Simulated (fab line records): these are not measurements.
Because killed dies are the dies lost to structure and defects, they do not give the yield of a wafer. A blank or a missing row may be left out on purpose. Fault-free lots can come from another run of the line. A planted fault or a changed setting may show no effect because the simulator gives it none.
Chamber matching || flow sky130 || SKY_PASSIVATION_CVD_02 on pecvd-04 has 3 sister chambers
The step deposits Si3N4, target thk 540 nm. 16 wafers are shown with their chamber, then 8 later ones without.

== WAFERS WITH THEIR CHAMBER ==
{"wafer": "L074.1", "chamber": 1, "heaterPowerW (W)": 891}
{"wafer": "L074.3", "chamber": 2, "heaterPowerW (W)": 793}
{"wafer": "L074.4", "chamber": 1, "heaterPowerW (W)": 710}
{"wafer": "L075.1", "chamber": 1, "heaterPowerW (W)": 781}
{"wafer": "L075.4", "chamber": 2, "heaterPowerW (W)": 743}
{"wafer": "L075.6", "chamber": 1, "heaterPowerW (W)": 803}
{"wafer": "L081.1", "chamber": 1, "heaterPowerW (W)": 884}
{"wafer": "L081.2", "chamber": 2, "heaterPowerW (W)": 781}
{"wafer": "L081.3", "chamber": 0, "heaterPowerW (W)": 705}
{"wafer": "L082.2", "chamber": 1, "heaterPowerW (W)": 737}
{"wafer": "L082.5", "chamber": 2, "heaterPowerW (W)": 806}
{"wafer": "L082.6", "chamber": 1, "heaterPowerW (W)": 778}
{"wafer": "L087.3", "chamber": 0, "heaterPowerW (W)": 612}
{"wafer": "L087.4", "chamber": 0, "heaterPowerW (W)": 640}
{"wafer": "L087.6", "chamber": 2, "heaterPowerW (W)": 802}
{"wafer": "L091.1", "chamber": 0, "heaterPowerW (W)": 730}

SIGNATURES, as means of the wafers listed above
{"reading": "heaterPowerW", "chamber 0": 671.75, "chamber 1": 797.71, "chamber 2": 785.00, "scatter within a chamber": 55.4}
Rule: a wafer's distance from a chamber is the root of the sum, over the readings, of the square of ((its reading less the chamber's mean) divided by the reading's scatter). If the next closest chamber is less than 2 further off than the closest, the wafer can't be placed; otherwise it belongs to the closest. How the scatter is found: for the shown wafers, subtract from each reading the mean of its chamber, square and add these, divide the total by (wafers less chambers), then take the root.

== WAFERS WHOSE CHAMBER IS MISSING ==
{"wafer": "L091.3", "heaterPowerW (W)": 743}
{"wafer": "L091.6", "heaterPowerW (W)": 824}
{"wafer": "L095.1", "heaterPowerW (W)": 808}
{"wafer": "L095.4", "heaterPowerW (W)": 654}
{"wafer": "L095.5", "heaterPowerW (W)": 840}
{"wafer": "L097.1", "heaterPowerW (W)": 802}
{"wafer": "L097.3", "heaterPowerW (W)": 659}
{"wafer": "L097.4", "heaterPowerW (W)": 853}

== WHICH CHAMBER EACH WENT THROUGH ==
{"wafer": "L091.3", "from the rows above": "can't be placed: 2 or 1 or 0", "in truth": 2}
{"wafer": "L091.6", "from the rows above": "can't be placed: 1 or 2", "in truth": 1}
{"wafer": "L095.1", "from the rows above": "can't be placed: 1 or 2", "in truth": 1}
{"wafer": "L095.4", "from the rows above": 0, "in truth": 0}
{"wafer": "L095.5", "from the rows above": "can't be placed: 1 or 2", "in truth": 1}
{"wafer": "L097.1", "from the rows above": "can't be placed: 1 or 2", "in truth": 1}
{"wafer": "L097.3", "from the rows above": 0, "in truth": 0}
{"wafer": "L097.4", "from the rows above": "can't be placed: 1 or 2", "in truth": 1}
2 of 8 placed correctly. These rows do not allow placing 6 (true chamber among the candidates in 6). Placed wrongly: 0.
